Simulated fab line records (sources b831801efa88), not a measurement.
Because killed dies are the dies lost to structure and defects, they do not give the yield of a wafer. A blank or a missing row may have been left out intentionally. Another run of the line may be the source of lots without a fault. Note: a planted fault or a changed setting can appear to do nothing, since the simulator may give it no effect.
The tool behind it: which one? ; flow sky130 ; 12 lots with 36 wafers sampled at 4 steps, on a route of 708 steps

== WHAT EACH GAUGE READ, for each wafer ==
SKY_FIELD_ISO_THK_MEAS_23. Usual: FIELD_ISO_OXIDATION_01_THK 9.99 nm, standard deviation 0.21.
lot;measured;on;FIELD_ISO_OXIDATION_01_THK (nm);flag
L379;day 2 11:10;filmMetro-01;9.85 9.96 10.14;
L381;day 2 19:20;filmMetro-04;9.95 9.93 9.79;
L382;day 3 02:38;filmMetro-03;9.96 9.92 9.99;
L383;day 3 13:30;filmMetro-01;10.08 10.05 10.06;
L384;day 3 13:31;filmMetro-04;10.00 9.92 9.91;
L386;day 3 20:20;filmMetro-04;10.04 9.72 9.73;
L389;day 4 12:03;filmMetro-03;9.85 9.76 9.81;
L391;day 4 21:03;filmMetro-01;10.06 10.14 10.02;
L396;day 5 23:04;filmMetro-04;4.20 4.06 3.96;OFF
L400;day 6 20:41;filmMetro-03;4.33 4.29 4.35;OFF
L401;day 7 03:36;filmMetro-03;10.34 10.27 10.42;
L402;day 7 08:58;filmMetro-04;10.49 10.38 10.58;

SKY_PWDE_TW_MEAS_10. Usual: PWDE_TW 373.9, standard deviation 2.2.
lot;measured;on;PWDE_TW;flag
L379;day 3 23:46;filmMetro-04;375.0 374.4 373.8;
L381;day 4 10:03;filmMetro-04;376.7 373.6 374.0;
L382;day 4 14:31;filmMetro-02;373.5 374.2 375.7;
L383;day 5 10:25;filmMetro-04;372.1 371.2 371.5;
L384;day 5 09:38;filmMetro-02;376.2 372.7 374.7;
L386;day 5 11:44;filmMetro-03;371.6 373.4 373.8;
L389;day 6 05:07;filmMetro-02;371.9 375.1 374.4;
L391;day 6 17:13;filmMetro-03;375.8 374.5 374.6;
L396;day 7 19:52;filmMetro-04;372.7 374.6 373.1;
L400;day 8 17:35;filmMetro-02;372.1 374.4 378.3;
L401;day 9 02:40;filmMetro-02;375.4 376.9 379.0;
L402;day 9 08:52;filmMetro-02;374.0 379.7 376.5;

== TOOL THAT RAN EACH LOT (tool first, then ch and the chambers of the sampled wafers, then the start) ==
lot;SKY_FIELD_ISO_OXIDATION_22;SKY_PWDE_STRIP_09
L379;furnace-02 ch 0, day 2 09:59;plasmaAsher-02 ch 0,1, day 3 23:40
L381;furnace-01 ch 0, day 2 18:10;plasmaAsher-01 ch 0,1, day 4 09:57
L382;furnace-02 ch 0, day 3 01:28;plasmaAsher-01 ch 0, day 4 14:25
L383;furnace-01 ch 0, day 3 12:19;plasmaAsher-04 ch 1, day 5 10:19
L384;furnace-01 ch 0, day 3 12:19;plasmaAsher-01 ch 0,1, day 5 09:34
L386;furnace-01 ch 0, day 3 19:09;plasmaAsher-04 ch 0,1, day 5 11:40
L389;furnace-01 ch 0, day 4 10:53;plasmaAsher-04 ch 0,1, day 6 05:01
L391;furnace-01 ch 0, day 4 19:52;plasmaAsher-04 ch 0,1, day 6 17:07
L396;furnace-02 ch 0, day 5 21:53;plasmaAsher-01 ch 0,1, day 7 19:46
L400;furnace-02 ch 0, day 6 19:29;plasmaAsher-04 ch 0,1, day 8 17:29
L401;furnace-01 ch 0, day 7 02:26;plasmaAsher-04 ch 0,1, day 9 02:34
L402;furnace-01 ch 0, day 7 07:47;plasmaAsher-01 ch 0,1, day 9 08:46
- SKY_FIELD_ISO_OXIDATION_22: stabilise 600 s, purge 300 s, target thk 10 nm.
- SKY_PWDE_STRIP_09: strips in O2/N2.

== AS READ BY THE TOOLS THEMSELVES (means over the sampled wafers that have a number; for cases with no such wafer, the mark the record gives instead) ==
SKY_FIELD_ISO_OXIDATION_22. Usual: spikeTcBottomC 971.2 C, standard deviation 2; tube_center_temp_C_max 952.4, standard deviation 0.34.
lot;tool;spikeTcBottomC (C);tube_center_temp_C_max;flag
L379;furnace-02;972.7;952.3;
L381;furnace-01;970.6;952.5;
L382;furnace-02;972.7;952.4;
L383;furnace-01;969.5;952.4;
L384;furnace-01;971.5;952.0;
L386;furnace-01;969.2;952.3;
L389;furnace-01;969.7;952.2;
L391;furnace-01;969.7;952.5;
L396;furnace-02;972.8;952.2;
L400;furnace-02;973.0;952.6;
L401;furnace-01;970.0;952.3;
L402;furnace-01;969.4;952.4;

SKY_PWDE_STRIP_09. Usual: drypumpMotorCurrentA 5.8 A, standard deviation 0.58; o2FlowSccm 3001 sccm, standard deviation 9.3; oesProductAu 0.723 a.u., standard deviation 0.005; stripTimeToEndpointS 36.91 s, standard deviation 0.098.
lot;tool;drypumpMotorCurrentA (A);o2FlowSccm (sccm);oesProductAu (a.u.);stripTimeToEndpointS (s);flag
L379;plasmaAsher-02;5.4;3008;0.721;36.92;
L381;plasmaAsher-01;6.3;3002;0.721;36.91;
L382;plasmaAsher-01;6.5;3005;0.723;37.02;
L383;plasmaAsher-04;4.9;2990;0.719;36.89;
L384;plasmaAsher-01;6.2;3007;0.726;36.95;
L386;plasmaAsher-04;5.6;2999;0.721;36.85;
L389;plasmaAsher-04;5.3;2995;0.722;36.82;
L391;plasmaAsher-04;5.3;3004;0.722;37.03;
L396;plasmaAsher-01;6.3;2997;0.723;36.76;
L400;plasmaAsher-04;5.3;3001;0.722;36.93;
L401;plasmaAsher-04;5.6;3005;0.721;36.85;
L402;plasmaAsher-01;6.4;3009;0.722;37.00;

== THE ANSWER, worked out from the rows above alone ==
Rule: take the mean of a lot's wafers that have a number; if it is more than 3 standard deviations from the usual mean, the lot is off. A lot without any number at a reading at which 4 lots or more have one is off too. All remaining lots with rows at the step are treated as sound. Order of review: gauges by route order, followed by the tools' own readings, for which a lot's mean as printed above is used. At the first step where some lot is off, the reading lying furthest off is the one used; lots without a number count as furthest.
Off: L396, L400, at SKY_FIELD_ISO_THK_MEAS_23 (FIELD_ISO_OXIDATION_01_THK).
A tool fits if, at a process step before that reading, it ran every lot that is off, and no sound lot after the first of them. Gauges at SKY_FIELD_ISO_THK_MEAS_23: tried the same way as those tools. One fits: SKY_FIELD_ISO_OXIDATION_22 on furnace-02. A fault onset in the window from L382 (day 3 01:28, its last sound lot) to L396 (day 5 21:53, its first lot off) fits.

== WHAT THE SIMULATOR PUT IN ==
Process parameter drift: furnace-02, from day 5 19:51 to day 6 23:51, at SKY_FIELD_ISO_OXIDATION_22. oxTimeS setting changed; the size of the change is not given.
Lots struck among those shown: L396, L400. The rule above reached the same finding.
